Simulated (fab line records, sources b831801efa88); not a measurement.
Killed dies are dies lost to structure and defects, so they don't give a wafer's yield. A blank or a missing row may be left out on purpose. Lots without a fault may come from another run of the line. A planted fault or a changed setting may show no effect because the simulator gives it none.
fab line records | flow gf180mcu
record lots=5 wafers=15 last_day=34
route steps=602 shown V5@549 TOP_METAL@567
lots that met no fault: from a run of the same line without faults
start_h: hours from the record's first day to the start of the lot's first wafer shown | wait_h: hours since the lot's step before | " the same as in the row above | L1.1+2: a row that stands for several wafers | - no value, or no start given | * or withheld: withheld | < > ~ a bound
route shown NAME@n: a module of which the file shows steps, and the number in the route of the first | usual: mean/standard deviation of fault-free wafers | same: alike in all rows | chamber/n: place in a boat | sites: the reading at each site | _std_site: their standard deviation | _edge_site: outer sites' mean less inner sites' | radius_mm: how far each site lies from the wafer's centre | mask NAME#n: copy n | behind: the tool/chamber that last shaped the wafer | hold: why the lot was held/for how many hours/how that ended | device: the transistor (n, p or np) that didn't switch | end of line: the same wafers' tests at the end of the route | a step without rows: its recipe alone | killed: dies lost to structure and defects at the first sort, not the wafer's yield | map: a wafer's dies, x killed, . not, _ none there
set.NAME: the setting as run; set.NAME@STEP: as run at that earlier step | model.NAME: the simulator's own value behind a step, which no gauge read
lots at some steps of the route; a table a step, a row a wafer
services: from which hour (start_h, from the record's first day; less than 0 if before it) a tool's chamber was out of use, for how many hours, and why
## steps
# step GF_V5_COAT_09
# recipe resist=KrF spin_rpm=withheld resist_thk_nm=1000
# columns lot.wafer tool chamber start_h wait_h
L075.1+4+6 litho_track-03 0 - -
L078.1+4+6 litho_track-02 0 - -
L083.1+2+5 litho_track-03 0 - -
L095.1+2+4 litho_track-03 0 - -
L096.1+2+6 litho_track-03 0 - -
# step GF_V5_SOFTBAKE_10
# recipe temp_c=130 time_s=60 resist=KrF
# usual plate_temp_C=130.03/0.14
# columns lot.wafer tool chamber start_h wait_h plate_temp_C
L075.1 litho_track-03 0 - - 130.07
L075.4 " 0 " " 130.06
L075.6 " 0 " " 130.15
L078.1 litho_track-02 0 - - 130.04
L078.4 " 0 " " 130.00
L078.6 " 0 " " 130.26
L083.1 litho_track-03 0 - - 129.93
L083.2 " 0 " " 129.82
L083.5 " 0 " " 129.84
L095.1 litho_track-03 0 - - 130.07
L095.2 " 0 " " 129.98
L095.4 " 0 " " 129.93
L096.1 litho_track-03 0 - - 130.02
L096.2 " 0 " " 130.06
L096.6 " 0 " " 130.24
# step GF_V5_EXPOSE_11
# recipe mask_id=Via5 target_cd_nm=260 na=0.68 source_shape=conventional sigma_outer=0.6 dose_mj=38
# columns lot.wafer tool chamber start_h wait_h mask
L075.1+4+6 krf_scanner-02 0 - - Via5#0
L078.1+4+6 krf_scanner-01 0 - - Via5#0
L083.1+2+5 krf_scanner-02 0 - - Via5#0
L095.1+2+4 krf_scanner-01 0 - - Via5#0
L096.1+2+6 krf_scanner-01 0 - - Via5#0
# step GF_V5_PEB_12
# recipe peb_temp_c=135 peb_time_s=90 resist=KrF
# usual plate_temp_C=135.00/0.13
# columns lot.wafer tool chamber start_h wait_h plate_temp_C
L075.1 litho_track-01 0 - - 135.01
L075.4 " 0 " " 134.99
L075.6 " 0 " " 135.23
L078.1 litho_track-03 0 - - 134.86
L078.4 " 0 " " 134.66
L078.6 " 0 " " 134.94
L083.1 litho_track-03 0 - - 135.15
L083.2 " 0 " " 135.11
L083.5 " 0 " " 134.89
L095.1 litho_track-01 0 - - 134.95
L095.2 " 0 " " 135.04
L095.4 " 0 " " 135.21
L096.1 litho_track-03 0 - - 134.89
L096.2 " 0 " " 135.04
L096.6 " 0 " " 135.07
# step GF_V5_DEVELOP_13
# recipe develop_time_s=60 resist=KrF dev_temp_c=21
# same develop_time_s=60
# columns lot.wafer tool chamber start_h wait_h
L075.1+4+6 litho_track-01 0 644.91 0.2
L078.1+4+6 litho_track-03 0 670.62 0.2
L083.1+2+5 litho_track-03 0 704.57 0.2
L095.1+2+4 litho_track-01 0 781.51 0.2
L096.1+2+6 litho_track-03 0 786.97 0.2
# step GF_V5_CD_MEAS_14
# recipe target_cd_nm=260
# usual cd_nm=260.2/1.3
# columns lot.wafer tool chamber start_h wait_h cd_nm
L075.1 cd_sem-02 - 645.06 0.1 259.1
L075.4 " - " " 261.1
L075.6 " - " " 259.8
L078.1 cd_sem-02 - 670.77 0.1 259.4
L078.4 " - " " 259.8
L078.6 " - " " 259.4
L083.1 cd_sem-01 - 704.72 0.1 261.8
L083.2 " - " " 262.2
L083.5 " - " " 260.9
L095.1 cd_sem-02 - 781.66 0.1 262.2
L095.2 " - " " 260.4
L095.4 " - " " 262.3
L096.1 cd_sem-02 - 787.12 0.1 260.3
L096.2 " - " " 259.6
L096.6 " - " " 259.2
# step GF_V5_OVL_MEAS_15
# usual V5_OVL=-3/5.7
# columns lot.wafer tool chamber start_h wait_h V5_OVL[nm]
L075.1 overlay-01 - 645.18 0.1 8
L075.4 " - " " 12
L075.6 " - " " 8
L078.1 overlay-02 - 670.89 0.1 -7
L078.4 " - " " -1
L078.6 " - " " 1
L083.1 overlay-02 - 704.84 0.1 2
L083.2 " - " " 2
L083.5 " - " " -1
L095.1 overlay-02 - 781.78 0.1 -19
L095.2 " - " " -11
L095.4 " - " " -5
L096.1 overlay-02 - 787.24 0.1 -2
L096.2 " - " " -2
L096.6 " - " " -5
# step GF_V5_ETCH_16
# recipe chemistry=N2/H2 target_depth_a=withheld overetch_a=withheld time_s=withheld target=BARC ion_energy_ev=200 source_w=500 bias_w=100 pressure_mtorr=30 n2_flow_sccm=100 h2_flow_sccm=200
# usual drypump_motor_current_A=5.5/0.42 oes_product_au=0.854/0.0052 throttle_valve_pct=13.224/0.009
# columns lot.wafer tool chamber start_h wait_h drypump_motor_current_A oes_product_au throttle_valve_pct
L075.1 rie_diel-01 3 645.21 0.0 5.1 0.854 13.231
L075.4 " 1 " " 6.5 0.851 13.231
L075.6 " 2 " " 5.4 0.866 13.225
L078.1 rie_diel-01 1 670.93 0.0 6.5 0.856 13.237
L078.4 " 0 " " 5.5 0.864 13.225
L078.6 " 1 " " 6.5 0.856 13.213
L083.1 rie_diel-04 3 704.88 0.0 5.3 0.857 13.237
L083.2 " 2 " " 5.5 0.857 13.224
L083.5 " 1 " " 5.3 0.860 13.228
L095.1 rie_diel-04 1 781.81 0.0 5.3 0.852 13.206
L095.2 " 3 " " 5.3 0.855 13.236
L095.4 " 0 " " 5.8 0.854 13.219
L096.1 rie_diel-01 0 787.27 0.0 5.5 0.861 13.227
L096.2 " 1 " " 6.5 0.847 13.238
L096.6 " 3 " " 5.1 0.852 13.226
# step GF_V5_ETCH_17
# recipe chemistry=C4F8/O2/Ar mask_material=KrF target=SiO2 stop_on=TiN source_w=1500 bias_w=1200 pressure_mtorr=40 c4f8_flow_sccm=withheld O2_flow_sccm=6 Ar_flow_sccm=300 time_s=withheld target_depth_a=8550
# usual oes_product_au=0.860/0.0042
# columns lot.wafer tool chamber start_h wait_h oes_product_au
L075.1 rie_diel-01 3 - - 0.864
L075.4 " 1 " " 0.851
L075.6 " 2 " " 0.858
L078.1 rie_diel-01 1 - - 0.852
L078.4 " 0 " " 0.861
L078.6 " 1 " " 0.858
L083.1 rie_diel-04 3 - - 0.850
L083.2 " 2 " " 0.859
L083.5 " 1 " " 0.861
L095.1 rie_diel-04 1 - - 0.861
L095.2 " 3 " " 0.854
L095.4 " 0 " " 0.863
L096.1 rie_diel-01 0 - - 0.858
L096.2 " 1 " " 0.858
L096.6 " 3 " " 0.862
# step GF_V5_STRIP_18
# recipe chemistry=O2/N2 power_w=1400 pressure_mtorr=1500 platen_temp_c=250 o2_flow_sccm=3000 n2_flow_sccm=300 overash_fraction=0.5
# usual drypump_motor_current_A=5.60/0.21 heater_power_w=322/38 oes_product_au=0.568/0.0055
# same overash_fraction=0.5
# columns lot.wafer tool chamber start_h wait_h drypump_motor_current_A heater_power_w oes_product_au rf_hours_counter_h
L075.1 plasma_asher-02 0 645.37 - 5.80 359 0.565 47
L075.4 " 1 " " 5.57 258 0.578 -
L075.6 " 1 " " 5.58 260 0.576 -
L078.1 plasma_asher-01 1 671.08 - 5.68 369 0.575 25
L078.4 " 0 " " 5.68 339 0.568 -
L078.6 " 1 " " 5.67 367 0.568 -
L083.1 plasma_asher-01 0 705.03 - 5.66 336 0.568 28
L083.2 " 1 " " 5.70 355 0.570 28
L083.5 " 0 " " 5.67 342 0.570 -
L095.1 plasma_asher-02 0 781.97 - 5.82 346 0.571 62
L095.2 " 1 " " 5.59 266 0.569 62
L095.4 " 0 " " 5.82 353 0.569 -
L096.1 plasma_asher-02 1 787.43 - 5.60 258 0.567 63
L096.2 " 0 " " 5.83 358 0.573 63
L096.6 " 1 " " 5.58 264 0.568 -
# step GF_V5_STRIP_19
# recipe chemistry=post_etch_residue_remover time_s=1200 temp_c=72.5
# usual bath_heat_duty_pct=14.4/1.4
# columns lot.wafer tool chamber start_h wait_h bath_heat_duty_pct
L075.1 wet_bench-01 0 645.47 0.1 14.4
L075.4 " 0 " " 12.2
L075.6 " 0 " " 14.2
L078.1 wet_bench-04 3 671.18 0.1 15.2
L078.4 " 3 " " 15.4
L078.6 " 3 " " 14.6
L083.1 wet_bench-03 3 705.13 0.1 16.7
L083.2 " 3 " " 16.4
L083.5 " 3 " " 14.8
L095.1 wet_bench-04 0 782.07 0.1 15.8
L095.2 " 0 " " 14.5
L095.4 " 0 " " 14.9
L096.1 wet_bench-03 3 787.53 0.1 15.4
L096.2 " 3 " " 17.1
L096.6 " 3 " " 17.7
# step GF_V5_CLEAN_20
# recipe chemistry=DIW dry=n2_spin
# columns lot.wafer tool chamber start_h wait_h
L075.1+4+6 wet_bench-03 1 645.81 0.0
L078.1+4+6 wet_bench-01 0 671.52 0.0
L083.1+2+5 wet_bench-03 0 705.50 0.0
L095.1+2+4 wet_bench-04 0 782.41 0.0
L096.1+2+6 wet_bench-03 2 787.90 0.0
# step GF_V5_SPUTTER_21
# recipe material=Ti target_thk_nm=15 chamber_pressure_pa=5 power_w=2500 substrate_temp_c=200 time_s=80.02
# usual chamber_pressure_pa=5.000/0.0098 throttle_valve_pct=30.0/0.99
# columns lot.wafer tool chamber start_h wait_h chamber_pressure_pa throttle_valve_pct
L075.1 pvd_sputter-03 - 645.90 0.0 4.999 30.0
L075.4 " - " " 4.999 30.4
L075.6 " - " " 5.005 30.2
L078.1 pvd_sputter-02 - 671.61 0.0 5.001 29.2
L078.4 " - " " 5.022 29.2
L078.6 " - " " 4.991 29.5
L083.1 pvd_sputter-03 - 705.60 0.0 4.994 31.9
L083.2 " - " " 5.014 30.5
L083.5 " - " " 4.994 30.2
L095.1 pvd_sputter-02 - 782.50 0.0 5.004 29.3
L095.2 " - " " 4.988 29.5
L095.4 " - " " 5.004 30.9
L096.1 pvd_sputter-03 - 788.00 0.0 5.004 30.5
L096.2 " - " " 4.991 29.8
L096.6 " - " " 4.995 30.2
# step GF_V5_SPUTTER_22
# recipe material=TiN target_thk_nm=10 chamber_pressure_pa=5 power_w=4000 time_s=40
# usual chamber_pressure_pa=4.998/0.0093 throttle_valve_pct=30.0/0.97
# columns lot.wafer tool chamber start_h wait_h chamber_pressure_pa throttle_valve_pct
L075.1 pvd_sputter-03 - 645.96 0.0 5.007 29.7
L075.4 " - " " 4.999 29.9
L075.6 " - " " 4.987 30.2
L078.1 pvd_sputter-02 - 671.67 0.0 5.016 29.1
L078.4 " - " " 4.990 29.6
L078.6 " - " " 4.991 29.2
L083.1 pvd_sputter-03 - 705.66 0.0 5.003 32.0
L083.2 " - " " 4.985 30.3
L083.5 " - " " 4.998 30.1
L095.1 pvd_sputter-02 - 782.56 0.0 5.014 29.2
L095.2 " - " " 4.989 29.7
L095.4 " - " " 5.003 30.8
L096.1 pvd_sputter-03 - 788.06 0.0 5.000 30.3
L096.2 " - " " 5.013 29.9
L096.6 " - " " 5.019 29.7
# step GF_V5_CVD_23
# recipe material=W target_thk_nm=350 time_s=104.9 temp_c=400 pressure_torr=40
# usual heater_power_w=928/31
# columns lot.wafer tool chamber start_h wait_h heater_power_w
L075.1 cvd_w-02 1 646.00 0.0 933
L075.4 " 0 " " 946
L075.6 " 0 " " 940
L078.1 cvd_w-02 1 671.71 0.0 958
L078.4 " 0 " " 917
L078.6 " 1 " " 923
L083.1 cvd_w-02 0 705.70 0.0 908
L083.2 " 1 " " 945
L083.5 " 1 " " 942
L095.1 cvd_w-01 1 782.60 0.0 886
L095.2 " 0 " " 950
L095.4 " 1 " " 884
L096.1 cvd_w-02 1 788.10 0.0 959
L096.2 " 0 " " 901
L096.6 " 1 " " 960
# step GF_V5_RS_MEAS_24
# recipe thk_meas_gauge=four-point-probe reads=W_of_V5_CVD_23+TiN_of_V5_SPUTTER_22+Ti_of_V5_SPUTTER_21
# usual V5_W_RS=0.328/0.0041
# columns lot.wafer tool chamber start_h wait_h V5_W_RS[ohm/sq]
L075.1 film_metro-04 - 646.11 0.1 0.333
L075.4 " - " " 0.322
L075.6 " - " " 0.321
L078.1 film_metro-03 - 671.82 0.1 0.335
L078.4 " - " " 0.326
L078.6 " - " " 0.332
L083.1 film_metro-04 - 705.81 0.1 0.324
L083.2 " - " " 0.334
L083.5 " - " " 0.329
L095.1 film_metro-04 - 782.71 0.1 0.329
L095.2 " - " " 0.328
L095.4 " - " " 0.327
L096.1 film_metro-03 - 788.21 0.1 0.337
L096.2 " - " " 0.323
L096.6 " - " " 0.334
# step GF_V5_THK_MEAS_25
# recipe thk_meas_gauge=xrf reads=W_of_V5_CVD_23
# usual V5_W_THK=345/5.5
# columns lot.wafer tool chamber start_h wait_h V5_W_THK[nm]
L075.1 film_metro-04 - 646.23 0.1 336
L075.4 " - " " 347
L075.6 " - " " 347
L078.1 film_metro-03 - 671.94 0.1 337
L078.4 " - " " 349
L078.6 " - " " 345
L083.1 film_metro-04 - 705.93 0.1 347
L083.2 " - " " 337
L083.5 " - " " 341
L095.1 film_metro-04 - 782.83 0.1 339
L095.2 " - " " 341
L095.4 " - " " 342
L096.1 film_metro-03 - 788.33 0.1 338
L096.2 " - " " 352
L096.6 " - " " 340
# step GF_V5_CMP_26
# recipe stop_on=SiO2 down_force_psi=3.5 platen_rpm=60 t_overpolish_s=15 target_thk_nm=0 pad_velocity_m_s=0.94248
# usual motor_current_A=11.1/1.2 overpolish_run_s=15.000/0.0087 time_to_endpoint_s=83.5/3
# columns lot.wafer tool chamber start_h wait_h motor_current_A overpolish_run_s time_to_endpoint_s
L075.4 cmp-02 0 646.39 0.1 10.1 14.993 82.0
L075.1 " 1 " " 9.3 15.014 85.9
L075.6 " 2 " " 13.8 14.989 80.1
L078.4 cmp-02 3 672.00 0.0 12.0 15.000 80.9
L078.1 " 0 " " 10.5 14.993 82.5
L078.6 " 3 " " 11.2 15.018 79.2
L083.1 cmp-02 2 706.04 0.1 12.7 14.998 83.5
L083.2 " 3 " " 11.8 14.990 82.0
L083.5 " 2 " " 13.3 15.001 82.8
L095.2 cmp-01 3 782.91 0.1 10.7 15.003 87.0
L095.4 " 0 " " 10.5 14.999 80.8
L095.1 " 1 " " 11.1 14.993 80.5
L096.1 cmp-02 1 788.46 0.1 8.8 15.009 86.9
L096.2 " 3 " " 12.5 14.995 83.8
L096.6 " 1 " " 8.4 14.993 86.6
# step GF_TOP_METAL_SPUTTER_00
# recipe material=Ti target_thk_nm=37.5 arriving_ion_energy_ev=80 substrate_temp_c=200 chamber_pressure_pa=2 power_w=4000 time_s=150
# usual chamber_pressure_pa=2.000/0.004 throttle_valve_pct=30.1/1
# columns lot.wafer tool chamber start_h wait_h chamber_pressure_pa throttle_valve_pct
L075.1 pvd_sputter-02 - 646.59 0.1 1.997 28.5
L075.4 " - " " 1.996 31.1
L075.6 " - " " 2.000 28.2
L078.1 pvd_sputter-02 - 672.30 0.2 2.006 29.0
L078.4 " - " " 1.997 28.2
L078.6 " - " " 2.000 28.4
L083.1 pvd_sputter-03 - 706.29 0.2 2.001 30.0
L083.2 " - " " 2.000 32.0
L083.5 " - " " 1.998 30.3
L095.1 pvd_sputter-04 - 783.21 0.1 1.993 31.4
L095.2 " - " " 2.001 30.0
L095.4 " - " " 1.997 31.2
L096.1 pvd_sputter-02 - 788.71 0.2 1.998 29.4
L096.2 " - " " 2.003 31.0
L096.6 " - " " 1.998 29.2
# step GF_TOP_METAL_SPUTTER_01
# recipe material=TiN target_thk_nm=30 power_w=6500 time_s=25 chamber_pressure_pa=0.4
# usual chamber_pressure_pa=0.4000/0.00092 throttle_valve_pct=30.1/1
# columns lot.wafer tool chamber start_h wait_h chamber_pressure_pa throttle_valve_pct
L075.1 pvd_sputter-02 - 646.69 0.1 0.3995 28.3
L075.4 " - " " 0.4018 30.8
L075.6 " - " " 0.4011 28.2
L078.1 pvd_sputter-02 - 672.40 0.1 0.3996 29.3
L078.4 " - " " 0.4001 28.1
L078.6 " - " " 0.4000 28.3
L083.1 pvd_sputter-03 - 706.39 0.1 0.3986 30.1
L083.2 " - " " 0.4008 31.6
L083.5 " - " " 0.3988 30.5
L095.1 pvd_sputter-04 - 783.31 0.1 0.3989 31.4
L095.2 " - " " 0.4007 29.7
L095.4 " - " " 0.3991 30.9
L096.1 pvd_sputter-02 - 788.81 0.1 0.4011 29.6
L096.2 " - " " 0.3991 31.0
L096.6 " - " " 0.4008 29.2
# step GF_TOP_METAL_SPUTTER_02
# recipe material=AlCu target_thk_nm=900 power_w=10600 chamber_pressure_pa=0.3 substrate_temp_c=250 gas=Ar time_s=47.82
# usual chamber_pressure_pa=0.3000/0.00069 throttle_valve_pct=30.2/1
# columns lot.wafer tool chamber start_h wait_h chamber_pressure_pa throttle_valve_pct
L075.1 pvd_sputter-02 - 646.72 0.0 0.3004 28.1
L075.4 " - " " 0.2996 31.3
L075.6 " - " " 0.2992 28.4
L078.1 pvd_sputter-02 - 672.44 0.0 0.3007 29.3
L078.4 " - " " 0.3013 28.2
L078.6 " - " " 0.3012 28.3
L083.1 pvd_sputter-03 - 706.42 0.0 0.3000 30.2
L083.2 " - " " 0.2987 32.2
L083.5 " - " " 0.3005 30.4
L095.1 pvd_sputter-04 - 783.34 0.0 0.2992 31.1
L095.2 " - " " 0.2995 29.9
L095.4 " - " " 0.2993 31.3
L096.1 pvd_sputter-02 - 788.84 0.0 0.3003 29.5
L096.2 " - " " 0.3004 30.9
L096.6 " - " " 0.2994 29.3
# step GF_TOP_METAL_SPUTTER_03
# recipe material=Ti target_thk_nm=5 substrate_temp_c=300 chamber_pressure_pa=0.3 power_w=3000 time_s=3.3
# usual chamber_pressure_pa=0.3000/0.00058 throttle_valve_pct=30.1/1
# columns lot.wafer tool chamber start_h wait_h chamber_pressure_pa throttle_valve_pct
L075.1 pvd_sputter-02 - 646.77 0.0 0.2994 28.2
L075.4 " - " " 0.3007 31.2
L075.6 " - " " 0.3000 28.0
L078.1 pvd_sputter-02 - 672.48 0.0 0.2999 29.4
L078.4 " - " " 0.2997 28.3
L078.6 " - " " 0.3007 28.4
L083.1 pvd_sputter-03 - 706.47 0.0 0.3014 30.3
L083.2 " - " " 0.2999 32.0
L083.5 " - " " 0.2994 30.4
L095.1 pvd_sputter-04 - 783.39 0.0 0.2999 31.2
L095.2 " - " " 0.2989 29.7
L095.4 " - " " 0.3009 31.2
L096.1 pvd_sputter-02 - 788.88 0.0 0.2998 29.5
L096.2 " - " " 0.2998 31.0
L096.6 " - " " 0.2998 29.2
# step GF_TOP_METAL_SPUTTER_04
# recipe material=TiN target_thk_nm=25 power_w=6500 time_s=20.8 chamber_pressure_pa=0.4
# usual chamber_pressure_pa=0.4000/0.00084 throttle_valve_pct=30.1/1
# columns lot.wafer tool chamber start_h wait_h chamber_pressure_pa throttle_valve_pct
L075.1 pvd_sputter-02 - 646.79 0.0 0.4006 28.1
L075.4 " - " " 0.3992 31.0
L075.6 " - " " 0.4019 28.0
L078.1 pvd_sputter-02 - 672.50 0.0 0.4010 29.0
L078.4 " - " " 0.4000 28.2
L078.6 " - " " 0.3996 28.3
L083.1 pvd_sputter-03 - 706.49 0.0 0.3995 29.9
L083.2 " - " " 0.4014 32.0
L083.5 " - " " 0.4001 30.5
L095.1 pvd_sputter-04 - 783.41 0.0 0.4004 31.3
L095.2 " - " " 0.3988 29.6
L095.4 " - " " 0.3995 31.5
L096.1 pvd_sputter-02 - 788.90 0.0 0.4005 29.3
L096.2 " - " " 0.3998 31.2
L096.6 " - " " 0.3993 29.2
# step GF_TOP_METAL_RS_MEAS_05
# recipe thk_meas_gauge=four-point-probe reads=TiN_of_TOP_METAL_SPUTTER_04+Ti_of_TOP_METAL_SPUTTER_03+AlCu_of_TOP_METAL_SPUTTER_02+TiN_of_TOP_METAL_SPUTTER_01+Ti_of_TOP_METAL_SPUTTER_00
# usual TOP_METAL_ALCU_RS=0.0328/0.00043
# columns lot.wafer tool chamber start_h wait_h TOP_METAL_ALCU_RS[ohm/sq]
L075.1 film_metro-03 - 646.81 0.0 0.0323
L075.4 " - " " 0.0332
L075.6 " - " " 0.0324
L078.1 film_metro-02 - 672.53 0.0 0.0327
L078.4 " - " " 0.0325
L078.6 " - " " 0.0321
L083.1 film_metro-03 - 706.51 0.0 0.0332
L083.2 " - " " 0.0334
L083.5 " - " " 0.0328
L095.1 film_metro-03 - 783.43 0.0 0.0328
L095.2 " - " " 0.0322
L095.4 " - " " 0.0332
L096.1 film_metro-02 - 788.93 0.0 0.0323
L096.2 " - " " 0.0326
L096.6 " - " " 0.0327
# step GF_TOP_METAL_THK_MEAS_06
# recipe thk_meas_gauge=xrf reads=AlCu_of_TOP_METAL_SPUTTER_02
# usual TOP_METAL_ALCU_THK=887/13
# columns lot.wafer tool chamber start_h wait_h TOP_METAL_ALCU_THK[nm]
L075.1 film_metro-03 - 646.93 0.1 896
L075.4 " - " " 870
L075.6 " - " " 891
L078.1 film_metro-02 - 672.65 0.1 897
L078.4 " - " " 903
L078.6 " - " " 910
L083.1 film_metro-03 - 706.63 0.1 878
L083.2 " - " " 865
L083.5 " - " " 889
L095.1 film_metro-03 - 783.55 0.1 886
L095.2 " - " " 901
L095.4 " - " " 876
L096.1 film_metro-02 - 789.05 0.1 911
L096.2 " - " " 900
L096.6 " - " " 902
# step GF_TOP_METAL_DEHYDRATE_07
# recipe temp_c=200 time_s=60
# usual plate_temp_C=199.98/0.19
# columns lot.wafer tool chamber start_h wait_h plate_temp_C
L075.1 litho_track-01 0 655.86 8.9 200.31
L075.4 " 0 " " 200.24
L075.6 " 0 " " 200.27
L078.1 litho_track-04 0 681.83 9.2 199.72
L078.4 " 0 " " 199.78
L078.6 " 0 " " 199.75
L083.1 litho_track-02 0 714.48 7.8 199.97
L083.2 " 0 " " 200.24
L083.5 " 0 " " 200.42
L095.1 litho_track-02 0 790.78 7.2 200.09
L095.2 " 0 " " 200.12
L095.4 " 0 " " 200.09
L096.1 litho_track-01 0 796.46 7.4 199.90
L096.2 " 0 " " 199.70
L096.6 " 0 " " 199.87
# step GF_TOP_METAL_HMDS_08
# recipe prime_time_s=60 prime_temp_c=120
# same prime_time_s=60
# columns lot.wafer tool chamber start_h wait_h
L075.1+4+6 litho_track-01 0 656.01 0.1
L078.1+4+6 litho_track-04 0 681.98 0.1
L083.1+2+5 litho_track-02 0 714.63 0.1
L095.1+2+4 litho_track-02 0 790.93 0.1
L096.1+2+6 litho_track-01 0 796.61 0.1
# step GF_TOP_METAL_COAT_09
# recipe resist=NOVOLAK spin_rpm=3000 resist_thk_nm=1500
# usual spin_speed_rpm=3000.2/1.9
# columns lot.wafer tool chamber start_h wait_h spin_speed_rpm
L075.1 litho_track-01 0 656.16 0.1 3000.2
L075.4 " 0 " " 3003.0
L075.6 " 0 " " 3000.4
L078.1 litho_track-04 0 682.13 0.1 3001.4
L078.4 " 0 " " 3001.8
L078.6 " 0 " " 3000.5
L083.1 litho_track-02 0 714.78 0.1 3001.5
L083.2 " 0 " " 3003.4
L083.5 " 0 " " 3001.7
L095.1 litho_track-02 0 791.08 0.1 3004.0
L095.2 " 0 " " 2999.9
L095.4 " 0 " " 3000.5
L096.1 litho_track-01 0 796.76 0.1 3001.4
L096.2 " 0 " " 3003.2
L096.6 " 0 " " 3002.7
# step GF_TOP_METAL_SOFTBAKE_10
# recipe temp_c=90 time_s=60 resist=NOVOLAK
# usual plate_temp_C=89.98/0.14
# columns lot.wafer tool chamber start_h wait_h plate_temp_C
L075.1 litho_track-01 0 656.31 0.1 90.15
L075.4 " 0 " " 90.00
L075.6 " 0 " " 90.14
L078.1 litho_track-04 0 682.28 0.1 89.67
L078.4 " 0 " " 89.93
L078.6 " 0 " " 89.86
L083.1 litho_track-02 0 714.93 0.1 89.85
L083.2 " 0 " " 90.05
L083.5 " 0 " " 89.95
L095.1 litho_track-02 0 791.23 0.1 90.12
L095.2 " 0 " " 90.01
L095.4 " 0 " " 89.94
L096.1 litho_track-01 0 796.91 0.1 89.99
L096.2 " 0 " " 90.01
L096.6 " 0 " " 90.09
# step GF_TOP_METAL_EXPOSE_11
# recipe mask_id=MetalTop target_cd_nm=440 na=0.6 source_shape=conventional sigma_outer=0.6 dose_mj=170
# columns lot.wafer tool chamber start_h wait_h mask
L075.1+4+6 iline_stepper-02 0 - - MetalTop#0
L078.1+4+6 iline_stepper-02 0 - - MetalTop#0
L083.1+2+5 iline_stepper-02 0 - - MetalTop#0
L095.1+2+4 iline_stepper-01 0 - - MetalTop#0
L096.1+2+6 iline_stepper-02 0 - - MetalTop#0
# step GF_TOP_METAL_PEB_12
# recipe temp_c=withheld time_s=* resist=NOVOLAK
# columns lot.wafer tool chamber start_h wait_h
L075.1+4+6 litho_track-02 0 - -
L078.1+4+6 litho_track-01 0 - -
L083.1+2+5 litho_track-04 0 - -
L095.1+2+4 litho_track-02 0 - -
L096.1+2+6 litho_track-01 0 - -
# step GF_TOP_METAL_DEVELOP_13
# recipe develop_time_s=60 dev_temp_c=23
# same develop_time_s=60
# columns lot.wafer tool chamber start_h wait_h
L075.1+4+6 litho_track-02 0 665.68 0.1
L078.1+4+6 litho_track-01 0 691.51 0.1
L083.1+2+5 litho_track-04 0 723.73 0.1
L095.1+2+4 litho_track-02 0 799.78 0.1
L096.1+2+6 litho_track-01 0 804.16 0.1
# step GF_TOP_METAL_CD_MEAS_14
# recipe target_cd_nm=440
# usual cd_nm=440.4/2.2
# columns lot.wafer tool chamber start_h wait_h cd_nm
L075.1 cd_sem-02 - 665.83 0.1 441.7
L075.4 " - " " 440.4
L075.6 " - " " 440.0
L078.1 cd_sem-01 - 691.74 0.2 443.0
L078.4 " - " " 442.1
L078.6 " - " " 444.7
L083.1 cd_sem-02 - 723.88 0.1 440.4
L083.2 " - " " 441.0
L083.5 " - " " 439.3
L095.1 cd_sem-01 - 799.93 0.1 440.6
L095.2 " - " " 438.7
L095.4 " - " " 438.2
L096.1 cd_sem-01 - 804.31 0.1 439.5
L096.2 " - " " 438.7
L096.6 " - " " 440.4
# step GF_TOP_METAL_OVL_MEAS_15
# usual TOP_METAL_OVL=1.3/1.4
# columns lot.wafer tool chamber start_h wait_h TOP_METAL_OVL[nm]
L075.1 overlay-02 - 665.95 0.1 -1.3
L075.4 " - " " 0.4
L075.6 " - " " -0.9
L078.1 overlay-01 - 691.86 0.1 -0.7
L078.4 " - " " -0.4
L078.6 " - " " 0.2
L083.1 overlay-02 - 724.00 0.1 2.0
L083.2 " - " " 3.0
L083.5 " - " " 4.4
L095.1 overlay-01 - 800.05 0.1 0.7
L095.2 " - " " 1.1
L095.4 " - " " 2.1
L096.1 overlay-01 - 804.43 0.1 1.6
L096.2 " - " " -0.9
L096.6 " - " " -0.2
# step GF_TOP_METAL_METAL_ETCH_16
# recipe chemistry=Cl2/BCl3 mask_material=NOVOLAK target_depth_nm=1197 stop_on=SiO2 pressure_mtorr=8 icp_w=800 bias_w=140 Cl2_flow_sccm=80 bcl3_flow_sccm=40 time_s=199.5
# usual drypump_motor_current_A=6.03/0.26 oes_product_au=0.991/0.0071 throttle_valve_pct=28.231/0.011
# columns lot.wafer tool chamber start_h wait_h drypump_motor_current_A oes_product_au rf_hours_counter_h throttle_valve_pct
L075.1 rie_metal-03 1 665.98 0.0 5.69 0.990 14 28.234
L075.4 " 1 " " 5.71 0.995 - 28.230
L075.6 " 1 " " 5.72 0.988 - 28.243
L078.1 rie_metal-01 1 691.90 0.0 6.55 0.988 18 28.217
L078.4 " 1 " " 6.56 0.977 - 28.244
L078.6 " 1 " " 6.56 0.983 - 28.240
L083.1 rie_metal-04 0 724.04 0.0 6.03 0.990 15 28.224
L083.2 " 0 " " 6.05 0.994 - 28.235
L083.5 " 0 " " 6.02 0.983 - 28.228
L095.1 rie_metal-03 1 800.08 0.0 5.72 1.000 5 28.246
L095.2 " 0 " " 5.88 1.001 7 28.226
L095.4 " 1 " " 5.73 0.989 - 28.202
L096.1 rie_metal-01 0 804.46 0.0 6.08 0.997 12 28.227
L096.2 " 1 " " 6.54 0.990 4 28.231
L096.6 " 0 " " 6.08 0.997 - 28.219
## services
# columns tool chamber start_h hours kind
iline_stepper-02 - 610.62 6.3 repair
cmp-02 - 634.53 10.5 repair
rie_diel-04 3 639.22 5.9 repair
pvd_sputter-04 - 639.50 18.9 repair
rie_diel-04 2 643.73 11.2 repair
krf_scanner-01 - 663.71 3.6 pm
rie_diel-04 3 668.99 2.6 repair
krf_scanner-01 - 672.95 2.3 repair
pvd_sputter-03 - 681.14 3.3 repair
plasma_asher-02 - 692.31 2.2 repair
pvd_sputter-04 - 700.63 18.3 repair
krf_scanner-01 - 701.52 4.3 repair
krf_scanner-01 - 705.86 4.4 pm
cmp-02 - 707.28 2.5 pm
rie_diel-04 3 713.76 11.6 repair
pvd_sputter-02 - 719.83 3.4 repair
iline_stepper-02 - 733.45 1.7 pm
rie_diel-04 3 733.63 7.9 repair
cmp-02 - 744.29 0.6 repair
cvd_w-02 1 744.36 1.5 repair
cvd_w-02 - 750.96 0.5 repair
cmp-02 - 751.50 9.5 pm
cmp-02 - 761.89 2.5 repair
pvd_sputter-02 - 802.94 1.0 repair
## key
fault none
